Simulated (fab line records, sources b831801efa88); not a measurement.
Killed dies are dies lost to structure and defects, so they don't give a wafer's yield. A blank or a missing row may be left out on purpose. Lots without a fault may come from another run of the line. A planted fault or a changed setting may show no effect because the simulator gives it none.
fab line records | flow sky130
record lots=5 wafers=15 last_day=50
route steps=708 shown LI_CONTACT@375 LOCAL_INTERCONNECT@387 PAD_OPEN@708
lots that met no fault: from a run of the same line without faults
start_h: hours from the record's first day to the start of the lot's first wafer shown | wait_h: hours since the lot's step before | " the same as in the row above | L1.1+2: a row that stands for several wafers | - no value, or no start given | * or withheld: withheld | < > ~ a bound
route shown NAME@n: a module of which the file shows steps, and the number in the route of the first | usual: mean/standard deviation of fault-free wafers | same: alike in all rows | chamber/n: place in a boat | sites: the reading at each site | _std_site: their standard deviation | _edge_site: outer sites' mean less inner sites' | radius_mm: how far each site lies from the wafer's centre | mask NAME#n: copy n | behind: the tool/chamber that last shaped the wafer | hold: why the lot was held/for how many hours/how that ended | device: the transistor (n, p or np) that didn't switch | end of line: the same wafers' tests at the end of the route | a step without rows: its recipe alone | killed: dies lost to structure and defects at the first sort, not the wafer's yield | map: a wafer's dies, x killed, . not, _ none there
set.NAME: the setting as run; set.NAME@STEP: as run at that earlier step | model.NAME: the simulator's own value behind a step, which no gauge read
lots at some steps of the route; a table a step, a row a wafer
services: from which hour (start_h, from the record's first day; less than 0 if before it) a tool's chamber was out of use, for how many hours, and why
## steps
# step SKY_LI_CONTACT_OVL_MEAS_13
# usual LI_CONTACT_OVL=5/5.1
# columns lot.wafer tool chamber start_h wait_h LI_CONTACT_OVL[nm]
L697.3 overlay-02 - 663.23 0.1 13
L697.4 " - " " 4
L697.5 " - " " 6
L709.2 overlay-01 - 768.67 0.1 8
L709.5 " - " " 5
L709.6 " - " " 6
L717.3 overlay-01 - 847.73 0.1 1
L717.4 " - " " 2
L717.5 " - " " 7
L718.1 overlay-01 - 849.52 0.1 7
L718.2 " - " " 5
L718.5 " - " " 7
L719.1 overlay-02 - 851.50 0.1 8
L719.3 " - " " 10
L719.6 " - " " 7
# step SKY_LI_CONTACT_ETCH_14
# recipe chemistry=N2/H2 target=BARC ion_energy_ev=200 source_w=500 bias_w=100 pressure_mtorr=30 n2_flow_sccm=100 h2_flow_sccm=200 stop_on=SiO2 time_s=45.9 target_depth_a=600
# usual drypump_motor_current_A=5.4/0.4 oes_product_au=0.856/0.0049 throttle_valve_pct=13.225/0.0091
# same time_s=45.9
# columns lot.wafer tool chamber start_h wait_h drypump_motor_current_A oes_product_au rf_hours_counter_h throttle_valve_pct
L697.3 rie_diel-02 2 663.25 0.0 5.7 0.859 36 13.231
L697.4 " 1 " " 5.5 0.863 2 13.229
L697.5 " 1 " " 5.5 0.858 - 13.227
L709.2 rie_diel-02 1 768.70 0.0 5.5 0.853 4 13.221
L709.5 " 2 " " 5.6 0.858 - 13.224
L709.6 " 3 " " 4.8 0.860 - 13.208
L717.3 rie_diel-02 0 847.75 0.0 5.3 0.850 1 13.227
L717.4 " 3 " " 4.8 0.851 24 13.240
L717.5 " 1 " " 5.4 0.852 - 13.228
L718.1 rie_diel-04 2 849.55 0.0 6.1 0.852 10 13.225
L718.2 " 0 " " 4.8 0.849 12 13.214
L718.5 " 1 " " 5.6 0.858 - 13.239
L719.1 rie_diel-04 3 851.53 0.0 5.1 0.866 10 13.220
L719.3 " 1 " " 5.6 0.860 9 13.224
L719.6 " 1 " " 5.6 0.860 - 13.213
# step SKY_LI_CONTACT_ETCH_15
# recipe target=PSG chemistry=C4F8/O2/Ar stop_on=Si taper_deg=4.15 mask_material=KrF-thick source_w=1500 bias_w=1200 pressure_mtorr=40 c4f8_flow_sccm=withheld O2_flow_sccm=6 Ar_flow_sccm=300 time_s=withheld target_depth_a=6000
# step SKY_LI_CONTACT_STRIP_16
# recipe chemistry=O2/N2 power_w=1400 pressure_mtorr=1500 platen_temp_c=withheld o2_flow_sccm=3000 n2_flow_sccm=300 overash_fraction=0.5
# step SKY_LI_CONTACT_CLEAN_17
# recipe chemistry=NMP time_s=600 temp_c=60 dry=n2_spin
# step SKY_LI_CONTACT_PRE_CLEAN_18
# recipe gas=Ar time_s=5.6 bias_v=358
# step SKY_LI_CONTACT_SPUTTER_19
# recipe material=Ti target_thk_nm=20 chamber_pressure_pa=5 power_w=2500 substrate_temp_c=200 time_s=106.37
# step SKY_LI_CONTACT_SPUTTER_20
# recipe material=TiN target_thk_nm=20 chamber_pressure_pa=5 power_w=4000 time_s=80
# usual throttle_valve_pct=29.6/1
# same time_s=80
# columns lot.wafer tool chamber start_h wait_h throttle_valve_pct
L697.3 pvd_sputter-01 - 663.75 0.0 30.1
L697.4 " - " " 29.9
L697.5 " - " " 29.8
L709.2 pvd_sputter-03 - 769.22 0.0 29.8
L709.5 " - " " 29.8
L709.6 " - " " 29.1
L717.3 pvd_sputter-04 - 848.25 0.0 29.1
L717.4 " - " " 30.8
L717.5 " - " " 28.0
L718.1 pvd_sputter-01 - 850.05 0.0 30.6
L718.2 " - " " 30.0
L718.5 " - " " 30.4
L719.1 pvd_sputter-01 - 852.03 0.0 29.8
L719.3 " - " " 30.4
L719.6 " - " " 30.3
# step SKY_LI_CONTACT_CVD_21
# recipe material=W target_thk_nm=400 time_s=120.56 temp_c=400 pressure_torr=40
# usual heater_power_w=822/90
# same time_s=120.56
# columns lot.wafer tool chamber start_h wait_h heater_power_w
L697.3 cvd_w-02 0 663.85 0.1 780
L697.4 " 1 " " 813
L697.5 " 1 " " 824
L709.2 cvd_w-01 0 769.28 0.0 941
L709.5 " 1 " " 703
L709.6 " 0 " " 955
L717.3 cvd_w-01 1 848.36 0.1 715
L717.4 " 0 " " 957
L717.5 " 0 " " 948
L718.1 cvd_w-01 1 850.11 0.0 697
L718.2 " 0 " " 938
L718.5 " 0 " " 939
L719.1 cvd_w-01 1 852.09 0.0 721
L719.3 " 0 " " 936
L719.6 " 0 " " 948
# step SKY_LI_CONTACT_RS_MEAS_22
# recipe thk_meas_gauge=four-point-probe reads=W_of_LI_CONTACT_CVD_21+TiN_of_LI_CONTACT_SPUTTER_20+Ti_of_LI_CONTACT_SPUTTER_19
# usual LI_CONTACT_W_RS=0.283/0.0043
# columns lot.wafer tool chamber start_h wait_h LI_CONTACT_W_RS[ohm/sq]
L697.3 film_metro-03 - 663.98 0.1 0.291
L697.4 " - " " 0.285
L697.5 " - " " 0.286
L709.2 film_metro-03 - 769.42 0.1 0.280
L709.5 " - " " 0.280
L709.6 " - " " 0.281
L717.3 film_metro-03 - 848.48 0.1 0.282
L717.4 " - " " 0.281
L717.5 " - " " 0.279
L718.1 film_metro-01 - 850.24 0.1 0.279
L718.2 " - " " 0.277
L718.5 " - " " 0.277
L719.1 film_metro-02 - 852.22 0.1 0.278
L719.3 " - " " 0.281
L719.6 " - " " 0.279
# step SKY_LI_CONTACT_THK_MEAS_23
# recipe thk_meas_gauge=xrf reads=W_of_LI_CONTACT_CVD_21
# usual LI_CONTACT_W_THK=402/6.4
# columns lot.wafer tool chamber start_h wait_h LI_CONTACT_W_THK[nm]
L697.3 film_metro-03 - 664.08 0.1 393
L697.4 " - " " 400
L697.5 " - " " 400
L709.2 film_metro-03 - 769.53 0.1 409
L709.5 " - " " 405
L709.6 " - " " 403
L717.3 film_metro-03 - 848.58 0.1 405
L717.4 " - " " 403
L717.5 " - " " 409
L718.1 film_metro-01 - 850.36 0.1 412
L718.2 " - " " 413
L718.5 " - " " 414
L719.1 film_metro-02 - 852.34 0.1 405
L719.3 " - " " 401
L719.6 " - " " 404
# step SKY_LI_CONTACT_CMP_24
# recipe stop_on=PSG t_overpolish_s=20 down_force_psi=3.5 platen_rpm=60 target_thk_nm=0 pad_velocity_m_s=0.94248
# usual motor_current_A=11.2/1.1 overpolish_run_s=20.000/0.009 time_to_endpoint_s=96/5.6
# columns lot.wafer tool chamber start_h wait_h motor_current_A overpolish_run_s time_to_endpoint_s
L697.4 cmp-01 0 664.12 0.0 11.9 20.003 102
L697.3 " 1 " " 10.7 19.985 92
L697.5 " 1 " " 10.3 19.983 94
L709.2 cmp-02 0 769.63 0.1 12.0 19.995 96
L709.5 " 3 " " 10.0 20.010 89
L709.6 " 0 " " 11.7 20.000 97
L717.3 cmp-02 0 848.89 0.3 11.8 19.999 102
L717.4 " 1 " " 11.4 20.009 100
L717.5 " 2 " " 10.5 20.010 89
L718.1 cmp-02 3 850.42 0.1 9.8 20.010 91
L718.2 " 0 " " 12.2 19.994 98
L718.5 " 0 " " 11.5 20.008 98
L719.1 cmp-02 2 852.75 0.4 10.2 19.997 86
L719.3 " 3 " " 9.8 19.981 88
L719.6 " 0 " " 12.3 19.993 94
# step SKY_LOCAL_INTERCONNECT_SPUTTER_00
# recipe material=TiN target_thk_nm=100 temp_c=300 power_w=6500 time_s=83.3 chamber_pressure_pa=0.4
# usual throttle_valve_pct=29.8/1.1
# columns lot.wafer tool chamber start_h wait_h throttle_valve_pct model.TiN_of_LOCAL_INTERCONNECT_SPUTTER_00.thk_nm
L697.3 pvd_sputter-02 - 664.42 0.2 30.0 100.1
L697.4 " - " " 31.9 101.7
L697.5 " - " " 29.5 98.93
L709.2 pvd_sputter-04 - 769.88 0.2 29.1 99.23
L709.5 " - " " 29.0 81.4
L709.6 " - " " 30.9 98.88
L717.3 pvd_sputter-04 - 849.09 0.1 27.7 98.24
L717.4 " - " " 29.0 99.19
L717.5 " - " " 28.9 99.8
L718.1 pvd_sputter-02 - 850.72 0.2 30.6 98.62
L718.2 " - " " 29.4 99.45
L718.5 " - " " 30.3 100.8
L719.1 pvd_sputter-01 - 852.95 0.1 29.8 101.2
L719.3 " - " " 28.8 100.4
L719.6 " - " " 30.4 102.5
# step SKY_LOCAL_INTERCONNECT_RS_MEAS_01
# recipe thk_meas_gauge=four-point-probe reads=TiN_of_LOCAL_INTERCONNECT_SPUTTER_00
# usual LOCAL_INTERCONNECT_TIN_RS=14.05/0.17
# columns lot.wafer tool chamber start_h wait_h LOCAL_INTERCONNECT_TIN_RS[ohm/sq]
L697.3 film_metro-01 - 664.52 0.1 14.12
L697.4 " - " " 13.93
L697.5 " - " " 14.31
L709.2 film_metro-02 - 769.97 0.1 14.30
L709.5 " - " " 17.59
L709.6 " - " " 14.33
L717.3 film_metro-04 - 849.19 0.1 14.40
L717.4 " - " " 14.25
L717.5 " - " " 14.16
L718.1 film_metro-01 - 850.78 0.0 14.36
L718.2 " - " " 14.21
L718.5 " - " " 13.97
L719.1 film_metro-01 - 853.02 0.0 13.95
L719.3 " - " " 14.09
L719.6 " - " " 13.78
# step SKY_LOCAL_INTERCONNECT_THK_MEAS_02
# recipe thk_meas_gauge=xrf reads=TiN_of_LOCAL_INTERCONNECT_SPUTTER_00
# usual LOCAL_INTERCONNECT_TIN_THK=100.7/1.2
# columns lot.wafer tool chamber start_h wait_h LOCAL_INTERCONNECT_TIN_THK[nm]
L697.3 film_metro-01 - 664.62 0.1 99.7
L697.4 " - " " 101.3
L697.5 " - " " 98.9
L709.2 film_metro-02 - 770.08 0.1 99.4
L709.5 " - " " 81.7
L709.6 " - " " 99.2
L717.3 film_metro-04 - 849.29 0.1 98.4
L717.4 " - " " 99.5
L717.5 " - " " 99.9
L718.1 film_metro-01 - 850.90 0.1 98.3
L718.2 " - " " 99.1
L718.5 " - " " 100.6
L719.1 film_metro-01 - 853.14 0.1 101.4
L719.3 " - " " 100.2
L719.6 " - " " 102.1
# step SKY_LOCAL_INTERCONNECT_DEHYDRATE_03
# recipe temp_c=200 time_s=60
# step SKY_LOCAL_INTERCONNECT_HMDS_04
# recipe prime_time_s=60 prime_temp_c=120
# step SKY_LOCAL_INTERCONNECT_COAT_05
# recipe resist=BARC temp_c=withheld time_s=withheld spin_rpm=3000 resist_thk_nm=60
# step SKY_LOCAL_INTERCONNECT_COAT_06
# recipe resist=KrF-thick spin_rpm=3000 resist_thk_nm=450
# step SKY_LOCAL_INTERCONNECT_SOFTBAKE_07
# recipe temp_c=100 time_s=90 resist=KrF-thick
# step SKY_LOCAL_INTERCONNECT_EXPOSE_08
# recipe mask_id=LI1M na=0.8 source_shape=annular sigma_inner=0.55 sigma_outer=0.85 target_cd_nm=170 dose_mj=28
# step SKY_LOCAL_INTERCONNECT_PEB_09
# recipe peb_temp_c=withheld peb_time_s=withheld resist=KrF-thick
# step SKY_LOCAL_INTERCONNECT_DEVELOP_10
# recipe develop_time_s=60 resist=KrF-thick dev_temp_c=21
# step SKY_LOCAL_INTERCONNECT_CD_MEAS_11
# recipe target_cd_nm=170
# usual cd_nm=170.5/1.6
# columns lot.wafer tool chamber start_h wait_h cd_nm
L697.3 cd_sem-01 - 692.27 - 168.9
L697.4 " - " " 169.1
L697.5 " - " " 169.3
L709.2 cd_sem-01 - 796.32 - 171.6
L709.5 " - " " 170.9
L709.6 " - " " 171.2
L717.3 cd_sem-02 - 874.49 - 170.4
L717.4 " - " " 170.9
L717.5 " - " " 171.3
L718.1 cd_sem-01 - 877.25 - 169.6
L718.2 " - " " 169.9
L718.5 " - " " 171.2
L719.1 cd_sem-02 - 878.58 - 170.0
L719.3 " - " " 169.9
L719.6 " - " " 171.3
# step SKY_LOCAL_INTERCONNECT_OVL_MEAS_12
# usual LOCAL_INTERCONNECT_OVL=3/5.9
# columns lot.wafer tool chamber start_h wait_h LOCAL_INTERCONNECT_OVL[nm]
L697.3 overlay-01 - 692.36 0.1 0
L697.4 " - " " 8
L697.5 " - " " -5
L709.2 overlay-02 - 796.42 0.1 5
L709.5 " - " " 3
L709.6 " - " " 4
L717.3 overlay-02 - 874.58 0.1 9
L717.4 " - " " 9
L717.5 " - " " 7
L718.1 overlay-02 - 877.37 0.1 -6
L718.2 " - " " -10
L718.5 " - " " -2
L719.1 overlay-01 - 878.70 0.1 7
L719.3 " - " " 17
L719.6 " - " " 7
# step SKY_LOCAL_INTERCONNECT_ETCH_13
# recipe chemistry=N2/H2 target=BARC ion_energy_ev=200 bias_w=100 pressure_mtorr=30 n2_flow_sccm=100 h2_flow_sccm=200 icp_w=500 stop_on=SiO2 time_s=45.9 target_depth_a=600
# step SKY_LOCAL_INTERCONNECT_METAL_ETCH_14
# recipe target_depth_nm=110 stop_on=PSG chemistry=Cl2/BCl3 target=TiN resist_sidewall_deg=88 pressure_mtorr=10 icp_w=900 bias_w=48.5 Cl2_flow_sccm=60 bcl3_flow_sccm=30 time_s=31.4
# usual bcl3_flow_sccm=29.99/0.087 drypump_motor_current_A=5.4/0.46 he_backside_leak_sccm=3.44/0.16 oes_product_au=0.945/0.0077 throttle_valve_pct=21.899/0.009
# same time_s=31.4
# columns lot.wafer tool chamber start_h wait_h bcl3_flow_sccm drypump_motor_current_A he_backside_leak_sccm oes_product_au rf_hours_counter_h throttle_valve_pct
L697.3 rie_metal-04 1 692.46 0.0 30.08 6.3 3.49 0.939 - 21.892
L697.4 " 0 " " 29.97 5.3 3.56 0.951 - 21.893
L697.5 " 0 " " 29.98 5.3 3.46 0.941 - 21.912
L709.2 rie_metal-04 1 796.60 0.1 30.02 6.2 3.54 0.942 - 21.908
L709.5 " 1 " " 29.97 6.3 3.61 0.841 - 21.955
L709.6 " 1 " " 29.98 6.3 3.45 0.932 - 21.907
L717.3 rie_metal-01 1 874.68 0.0 29.98 5.3 3.49 0.930 - 21.904
L717.4 " 0 " " 29.97 4.7 3.42 0.928 - 21.902
L717.5 " 1 " " 29.91 5.3 4.30 0.932 - 21.901
L718.1 rie_metal-04 0 877.54 0.1 29.93 5.3 3.55 0.936 3 21.911
L718.2 " 0 " " 29.88 5.3 3.42 0.940 - 21.892
L718.5 " 0 " " 29.96 5.3 3.49 0.952 - 21.908
L719.1 rie_metal-02 0 878.80 0.0 30.04 5.6 3.30 0.958 11 21.894
L719.3 " 0 " " 29.92 5.6 3.27 0.941 - 21.901
L719.6 " 1 " " 30.10 5.4 3.36 0.956 - 21.904
# step SKY_LOCAL_INTERCONNECT_STRIP_15
# recipe chemistry=O2/N2 power_w=1400 pressure_mtorr=1500 platen_temp_c=withheld o2_flow_sccm=3000 n2_flow_sccm=300 overash_fraction=0.5
# usual drypump_motor_current_A=5.6/0.34 oes_product_au=0.427/0.0048 strip_time_to_endpoint_s=4.725/0.025
# columns lot.wafer tool chamber start_h wait_h drypump_motor_current_A oes_product_au rf_hours_counter_h strip_time_to_endpoint_s
L697.3 plasma_asher-04 1 692.53 0.1 6.1 0.422 - 4.676
L697.4 " 0 " " 5.8 0.414 - 4.698
L697.5 " 0 " " 5.8 0.437 - 4.703
L709.2 plasma_asher-03 0 796.68 0.1 5.6 0.427 5 4.701
L709.5 " 0 " " 5.7 0.428 - 4.694
L709.6 " 1 " " 5.1 0.427 - 4.709
L717.3 plasma_asher-04 1 874.75 0.1 6.1 0.416 - 4.708
L717.4 " 0 " " 5.8 0.427 - 4.704
L717.5 " 0 " " 5.8 0.421 - 4.715
L718.1 plasma_asher-02 1 877.64 0.1 5.2 0.423 76 4.743
L718.2 " 0 " " 5.4 0.425 76 4.747
L718.5 " 1 " " 5.2 0.434 - 4.742
L719.1 plasma_asher-02 1 878.85 0.0 5.2 0.437 76 4.729
L719.3 " 0 " " 5.4 0.422 - 4.731
L719.6 " 1 " " 5.2 0.426 - 4.713
# step SKY_LOCAL_INTERCONNECT_STRIP_16
# recipe chemistry=post_etch_residue_remover time_s=1200 temp_c=72.5
# same time_s=1200
# columns lot.wafer tool chamber start_h wait_h model.TiN_of_LOCAL_INTERCONNECT_SPUTTER_00.thk_nm
L697.3 wet_bench-04 1 692.60 0.0 99.68
L697.4 " 1 " " 101.2
L697.5 " 1 " " 98.52
L709.2 wet_bench-02 1 796.78 0.1 98.81
L709.5 " 1 " " 80.98
L709.6 " 1 " " 98.46
L717.3 wet_bench-02 0 874.82 0.0 97.81
L717.4 " 0 " " 98.76
L717.5 " 0 " " 99.37
L718.1 wet_bench-02 3 877.74 0.1 98.2
L718.2 " 3 " " 99.03
L718.5 " 3 " " 100.3
L719.1 wet_bench-03 2 878.95 0.1 100.8
L719.3 " 2 " " 100
L719.6 " 2 " " 102.1
# step SKY_LOCAL_INTERCONNECT_CLEAN_17
# recipe chemistry=IPA time_s=180 temp_c=25
# step SKY_PAD_OPEN_PROBE_99
# usual killed_at_M0_to_M3=44/7.1 killed_at_M4_up=3.1/1.8 killed_at_contacts=24/5.3 killed_at_front_end=15/4.5 killed_at_other=0.2/0.42 killed_dies=86/9.6 killed_on_rim=17/4 killed_open=46/6.9 killed_short=40/6.4
# same gross_dies=492 killed_at_back_side=0
# columns lot.wafer tool chamber start_h wait_h killed_at_M0_to_M3 killed_at_M4_up killed_at_contacts killed_at_front_end killed_at_other killed_dies killed_on_rim killed_open killed_short model.etest.res_li.line_ohm_um model.etest.res_li.rs_ohm_sq model.etest.mcon_chain.rc_ohm
L697.3 prober-01 - 1067.22 0.2 38 2 24 9 0 73 12 35 38 78.04 12.87 17.06
L697.4 prober-01 - 1067.27 0.2 41 3 19 10 0 73 18 45 28 75.34 12.59 16.59
L697.5 prober-01 - 1067.32 0.2 35 5 14 16 0 70 15 35 35 77.04 12.98 16.83
L709.2 prober-01 - 1142.37 0.1 41 1 21 17 0 80 11 41 39 75.87 12.95 17.08
L709.5 prober-01 - 1142.52 0.2 39 3 31 5 0 78 15 41 37 93.3 15.93 17.85
L709.6 prober-01 - 1142.57 0.2 47 4 28 8 0 87 17 49 38 76.71 13.07 16.71
L717.3 prober-02 - 1195.12 0.2 44 3 21 13 0 81 13 45 36 76.78 13.15 16.74
L717.4 prober-02 - 1195.17 0.2 45 2 23 15 0 85 22 49 36 77.21 12.96 16.36
L717.5 prober-02 - 1195.22 0.2 52 2 28 7 1 90 22 56 34 75.5 12.85 16.87
L718.1 prober-01 - 1196.83 0.1 59 2 27 13 0 101 22 52 49 76.09 13.06 17.71
L718.2 prober-01 - 1196.88 0.1 36 4 21 16 1 78 14 38 40 75.88 12.9 16.59
L718.5 prober-01 - 1197.03 0.2 61 3 32 8 2 106 19 54 52 73.53 12.81 16.71
L719.1 prober-02 - 1196.92 0.1 45 4 25 21 0 95 16 45 50 75 12.73 17.16
L719.3 prober-02 - 1197.02 0.2 49 3 29 8 1 90 17 47 43 75.78 12.8 16.29
L719.6 prober-02 - 1197.17 0.2 53 3 18 25 0 99 24 53 46 74.02 12.59 16.7
# killed by level:class
L697.3 CONTACT:geometric_particle:open=8 VIA2:geometric_particle:open=7 VIA1:geometric_particle:open=6 CONTACT:geometric_particle:short=5 METAL1:geometric_particle:short=4 LI_CONTACT:geometric_particle:short=4 LI_CONTACT:geometric_particle:open=4 METAL2:geometric_particle:short=4
L697.4 VIA2:geometric_particle:open=13 VIA1:geometric_particle:open=9 CONTACT:geometric_particle:open=7 LI_CONTACT:geometric_particle:open=5 VIA2:geometric_particle:short=5 METAL2:geometric_particle:short=4 FIELD_ISO:geometric_particle:short=3 LI_CONTACT:geometric_particle:short=3
L697.5 FIELD_ISO:geometric_particle:short=8 METAL2:geometric_particle:short=8 CONTACT:geometric_particle:open=6 VIA1:geometric_particle:open=6 VIA2:geometric_particle:open=6 LOCAL_INTERCONNECT:geometric_particle:short=4 METAL4:geometric_particle:short=4 POLY_GATE:geometric_particle:open=3
L709.2 VIA2:geometric_particle:open=8 VIA1:geometric_particle:open=7 VIA3:geometric_particle:short=6 VIA3:geometric_particle:open=5 CONTACT:geometric_particle:open=5 METAL2:geometric_particle:short=5 FIELD_ISO:geometric_particle:open=4 POLY_GATE:geometric_particle:short=4
L709.5 LI_CONTACT:geometric_particle:open=11 CONTACT:geometric_particle:open=7 VIA1:geometric_particle:open=7 LOCAL_INTERCONNECT:geometric_particle:short=6 VIA2:geometric_particle:open=6 CONTACT:geometric_particle:short=5 VIA1:geometric_particle:short=5 METAL3:geometric_particle:short=5
L709.6 CONTACT:geometric_particle:open=12 VIA2:geometric_particle:open=9 VIA1:geometric_particle:open=8 LI_CONTACT:geometric_particle:open=6 LOCAL_INTERCONNECT:geometric_particle:short=6 METAL2:geometric_particle:short=6 METAL1:geometric_particle:short=5 VIA1:geometric_particle:short=4
L717.3 VIA1:geometric_particle:open=10 LI_CONTACT:geometric_particle:open=8 METAL2:geometric_particle:short=7 VIA2:geometric_particle:open=6 CONTACT:geometric_particle:open=6 VIA3:geometric_particle:open=6 METAL3:geometric_particle:short=5 FIELD_ISO:geometric_particle:short=4
L717.4 LI_CONTACT:geometric_particle:open=9 METAL1:geometric_particle:short=9 VIA1:geometric_particle:open=9 VIA3:geometric_particle:open=8 CONTACT:geometric_particle:open=6 VIA2:geometric_particle:open=5 FIELD_ISO:geometric_particle:short=4 FIELD_ISO:geometric_particle:open=4
L717.5 VIA1:geometric_particle:open=18 LI_CONTACT:geometric_particle:open=11 CONTACT:geometric_particle:open=8 LOCAL_INTERCONNECT:geometric_particle:short=6 VIA1:geometric_particle:short=6 VIA2:geometric_particle:open=6 METAL1:geometric_particle:short=5 METAL2:geometric_particle:short=4
L718.1 VIA1:geometric_particle:open=13 CONTACT:geometric_particle:open=9 VIA1:geometric_particle:short=9 CONTACT:geometric_particle:short=8 LI_CONTACT:geometric_particle:open=7 METAL1:geometric_particle:short=7 VIA2:geometric_particle:open=6 VIA3:geometric_particle:open=6
L718.2 VIA1:geometric_particle:open=7 METAL3:geometric_particle:short=7 VIA3:geometric_particle:open=7 LI_CONTACT:geometric_particle:open=6 CONTACT:geometric_particle:open=6 FIELD_ISO:geometric_particle:short=5 POLY_GATE:geometric_particle:short=4 CONTACT:geometric_particle:short=4
L719.1 VIA1:geometric_particle:open=10 VIA2:geometric_particle:open=9 CONTACT:geometric_particle:short=7 FIELD_ISO:geometric_particle:short=6 LI_CONTACT:geometric_particle:open=6 CONTACT:geometric_particle:open=6 METAL1:geometric_particle:short=6 POLY_GATE:geometric_particle:open=5
L719.3 LI_CONTACT:geometric_particle:open=10 METAL1:geometric_particle:short=8 CONTACT:geometric_particle:open=7 VIA2:geometric_particle:open=7 LOCAL_INTERCONNECT:geometric_particle:short=6 METAL2:geometric_particle:short=6 VIA3:geometric_particle:open=6 VIA1:geometric_particle:short=5
L718.5 VIA1:geometric_particle:open=16 VIA1:geometric_particle:short=11 CONTACT:geometric_particle:open=11 VIA3:geometric_particle:open=9 LOCAL_INTERCONNECT:geometric_particle:short=8 LI_CONTACT:geometric_particle:open=6 METAL2:geometric_particle:short=5 VIA2:geometric_particle:short=4
L719.6 VIA1:geometric_particle:open=14 VIA2:geometric_particle:open=10 VIA3:geometric_particle:open=8 FIELD_ISO:geometric_particle:short=6 LOCAL_INTERCONNECT:geometric_particle:short=6 CONTACT:geometric_particle:short=5 POLY_GATE:geometric_particle:short=4 SPACER:geometric_particle:short=4
## services
# columns tool chamber start_h hours kind
cmp-01 - 643.49 0.8 repair
rie_diel-02 0 648.24 3.9 repair
pvd_sputter-01 - 658.93 0.5 repair
rie_metal-01 - 661.92 14.6 pm
rie_diel-02 1 665.34 13.0 repair
cvd_w-02 - 677.33 2.8 pm
rie_diel-02 3 681.63 9.6 repair
cmp-01 - 692.35 11.5 repair
rie_diel-04 1 701.69 6.6 repair
rie_diel-04 2 704.91 8.3 repair
rie_diel-02 2 712.88 19.9 repair
pvd_sputter-04 - 718.09 1.4 repair
pvd_sputter-01 - 725.76 3.8 repair
cmp-02 - 741.39 12.4 pm
rie_metal-04 1 741.73 2.8 repair
pvd_sputter-01 - 745.01 1.6 repair
cmp-02 - 753.75 4.0 pm
pvd_sputter-04 - 754.84 5.1 repair
pvd_sputter-02 - 778.47 1.8 repair
rie_diel-04 0 819.41 6.5 repair
pvd_sputter-01 - 825.82 1.7 repair
plasma_asher-02 - 828.09 0.5 repair
cmp-02 - 863.31 6.6 pm
rie_diel-02 3 876.15 10.9 repair
## key
first_sign step=SKY_LOCAL_INTERCONNECT_RS_MEAS_01 reading=LOCAL_INTERCONNECT_TIN_RS direction=up sigmas=21 usual=14.05 struck=17.59
effect step=SKY_LOCAL_INTERCONNECT_THK_MEAS_02 reading=LOCAL_INTERCONNECT_TIN_THK direction=down sigmas=16 usual=100.7 struck=81.7
effect step=SKY_LOCAL_INTERCONNECT_METAL_ETCH_14 reading=oes_product_au direction=down sigmas=14 usual=0.945 struck=0.841
model_effect step=SKY_LOCAL_INTERCONNECT_SPUTTER_00 value=TiN_of_LOCAL_INTERCONNECT_SPUTTER_00.thk_nm without=98.68 struck=81.4
model_effect step=SKY_LOCAL_INTERCONNECT_STRIP_16 value=TiN_of_LOCAL_INTERCONNECT_SPUTTER_00.thk_nm without=98.26 struck=80.98
model_effect step=SKY_PAD_OPEN_PROBE_99 value=etest.res_li.line_ohm_um without=76.89 struck=93.3
met_at SKY_LOCAL_INTERCONNECT_SPUTTER_00
struck_wafers L709.5
tester_left_out L709
fault kind=process_parameter_drift tool=pvd_sputter-04 chamber=- onset_h=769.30 steps=SKY_LOCAL_INTERCONNECT_SPUTTER_00 channel=time_s offset=* shape=step end_h=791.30 acts_in=* stated=* scope=struck_wafers_only
# tester_left_out: of these lots the tester's yield and bins aren't shown, on N5 and GAA mostly nor the transistor test; their killed dies are dies lost to structure and defects alone, not to doping, threshold or leakage, so they don't give the yield
